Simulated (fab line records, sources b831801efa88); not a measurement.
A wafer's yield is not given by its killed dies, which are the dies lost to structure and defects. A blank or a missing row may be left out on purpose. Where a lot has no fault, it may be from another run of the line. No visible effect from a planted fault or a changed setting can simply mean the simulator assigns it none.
Split-lot study + flow sky130 + 5 lots, 23 wafers read, on a route of 708 steps

THE SPLIT ITSELF
At SKY_LI_CONTACT_COAT_07 (resist thk 450 nm), the setting spin_rpm was moved away from the recipe's 3000 rpm on 9 of the 23 wafers read, by -6.1% to -2.3%. For the rest of the wafers, this setting stayed at what the recipe calls for.

The reading comes from the split's own step.

THE READING
KrF-thick_of_LI_CONTACT_COAT_07.thk_nm (the simulator's own value, which no gauge read), in nm, at SKY_LI_CONTACT_COAT_07 (resist thk 450 nm). No usual value for it is given in the file. The 14 wafers here that ran the recipe average 449.8 nm, standard deviation 1.1 nm.

| wafer  | tool, chamber at the split | spin_rpm as run, rpm | against the recipe | KrF-thick_of_LI_CONTACT_COAT_07.thk_nm, nm | against lot-mates on the recipe |
|--------|----------------------------|----------------------|--------------------|--------------------------------------------|---------------------------------|
| L074.1 | litho_track-02, 0          | 3000                 | recipe             | 450.7                                      | -                               |
| L074.4 | litho_track-02, 0          | 3000                 | recipe             | 450.9                                      | -                               |
| L074.5 | litho_track-02, 0          | 3000                 | recipe             | 451.1                                      | -                               |
| L078.1 | litho_track-02, 0          | 3000                 | recipe             | 450.3                                      | -                               |
| L078.2 | litho_track-02, 0          | 3000                 | recipe             | 449.1                                      | -                               |
| L078.3 | litho_track-02, 0          | 3000                 | recipe             | 450.7                                      | -                               |
| L078.4 | litho_track-02, 0          | 3000                 | recipe             | 448.8                                      | -                               |
| L078.5 | litho_track-02, 0          | 3000                 | recipe             | 449.6                                      | -                               |
| L075.1 | litho_track-04, 0          | 3000                 | recipe             | 450.5                                      | -                               |
| L075.2 | litho_track-04, 0          | 2859                 | -4.7%              | 460.6                                      | +10.5                           |
| L075.4 | litho_track-04, 0          | 2859                 | -4.7%              | 460.6                                      | +10.5                           |
| L075.3 | litho_track-04, 0          | 2859                 | -4.7%              | 459.6                                      | +9.5                            |
| L075.5 | litho_track-04, 0          | 3000                 | recipe             | 449.8                                      | -                               |
| L080.1 | litho_track-04, 0          | 3000                 | recipe             | 450.5                                      | -                               |
| L080.2 | litho_track-04, 0          | 3000                 | recipe             | 449.3                                      | -                               |
| L080.3 | litho_track-04, 0          | 2817                 | -6.1%              | 463.9                                      | +14.0                           |
| L080.5 | litho_track-04, 0          | 2817                 | -6.1%              | 463.7                                      | +13.8                           |
| L080.6 | litho_track-04, 0          | 2817                 | -6.1%              | 464.4                                      | +14.5                           |
| L084.1 | litho_track-04, 0          | 3000                 | recipe             | 446.9                                      | -                               |
| L084.3 | litho_track-04, 0          | 3000                 | recipe             | 448.3                                      | -                               |
| L084.4 | litho_track-04, 0          | 2931                 | -2.3%              | 453.8                                      | +6.2                            |
| L084.5 | litho_track-04, 0          | 2931                 | -2.3%              | 452.4                                      | +4.8                            |
| L084.6 | litho_track-04, 0          | 2931                 | -2.3%              | 453.5                                      | +5.9                            |

THE FIT
A straight line over all 23 wafers: KrF-thick_of_LI_CONTACT_COAT_07.thk_nm changes by -2.28 nm for each +1% of spin_rpm; r = -0.98; the points scatter about the line by 1.2 nm.
The same after taking each lot's own level away (the mean of its wafers on the recipe; 23 wafers): -2.26 nm for each +1%; r = -0.99; scatter 0.62 nm.
That fit puts the effect of the largest move of spin_rpm on the reading at 14 nm.
The lots' own levels span 447.60 to 450.90 nm, that is 2.9 times the standard deviation above.
The two slopes agree, so the slope changes little with the lot-to-lot level.
Check: with one of the wafers moved furthest among these (-6.1%) left out of the fit, the line predicts +13.8 nm for it against its lot-mates. It came out at +14 nm against them.

OTHER SPLITS APPLIED TO THESE WAFERS
Before the reading, these wafers also passed through other splits. Each is held against what the fit with the lots' levels taken away leaves over:
| other split on the same wafers           | wafers away from the commonest value | r with KrF-thick_of_LI_CONTACT_COAT_07.thk_nm (lot level and that fit taken away) |
|------------------------------------------|--------------------------------------|-----------------------------------------------------------------------------------|
| SKY_SD_P_EXPOSE_04 dose_mj               | 9                                    | +0.21                                                                             |
| SKY_SD_P_IMPLANT_09 dose_cm2             | 7                                    | -0.43                                                                             |
| SKY_LI_CONTACT_CMP_02 leave_above_ref_nm | 6                                    | -0.32                                                                             |

THE FILE'S OWN FIT
KrF-thick_of_LI_CONTACT_COAT_07.thk_nm changes by -2.27 nm for each +1% of spin_rpm, r = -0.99.
